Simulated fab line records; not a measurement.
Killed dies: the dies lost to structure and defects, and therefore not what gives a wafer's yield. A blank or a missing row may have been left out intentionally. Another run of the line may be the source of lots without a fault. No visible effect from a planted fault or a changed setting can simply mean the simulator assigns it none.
Chamber matching | flow sky130 | cmp-01 running SKY_VIA1_CMP_02: 4 sister chambers
The step polishes SiO2. 8 wafers are shown with their chamber, then 7 later ones without.

WAFERS WITH THEIR CHAMBER
wafer  | chamber | motorCurrentA (A) | headPressurePsi (psi)
L765.2 | 0       | 12.4              | 3.976
L775.2 | 0       | 11.1              | 4.003
L775.3 | 1       | 14.0              | 4.005
L777.3 | 2       | 13.4              | 4.017
L777.5 | 2       | 13.9              | 4.005
L777.6 | 3       | 14.8              | 3.992
L779.2 | 3       | 14.2              | 4.005
L779.3 | 1       | 13.8              | 4.005

WAFERS WITHOUT THEIR CHAMBER
wafer  | motorCurrentA (A) | headPressurePsi (psi)
L779.5 | 14.4              | 4.008
L781.1 | 14.1              | 4.011
L781.4 | 14.9              | 3.998
L781.6 | 14.1              | 3.999
L785.1 | 14.6              | 4.000
L785.2 | 10.7              | 4.010
L785.3 | 13.8              | 3.990

CHAMBER TAKEN BY EACH
wafer  | from the rows above          | in truth
L779.5 | can't be placed: 3 or 1 or 2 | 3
L781.1 | can't be placed: 1 or 2 or 3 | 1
L781.4 | can't be placed: 3 or 1 or 2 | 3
L781.6 | can't be placed: 1 or 3 or 2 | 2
L785.1 | can't be placed: 3 or 1 or 2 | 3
L785.2 | 0                            | 0
L785.3 | can't be placed: 1 or 3 or 2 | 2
1 of 7 placed correctly. Unplaceable from these rows: 6, with the true chamber sitting among the candidates in 6. Placed wrongly: 0.
How it was worked out, from the rows above alone: a wafer's distance from a chamber is the root of the sum, over the readings, of the square of ((its reading less the chamber's mean) divided by the reading's scatter). The wafer belongs to the nearest chamber; if the next one is less than 2 further off, it can't be placed. For every chamber, the mean is computed from those of its wafers that are shown. How the scatter is found: for the shown wafers, subtract from each reading the mean of its chamber, square and add these, divide the total by (wafers less chambers), then take the root.
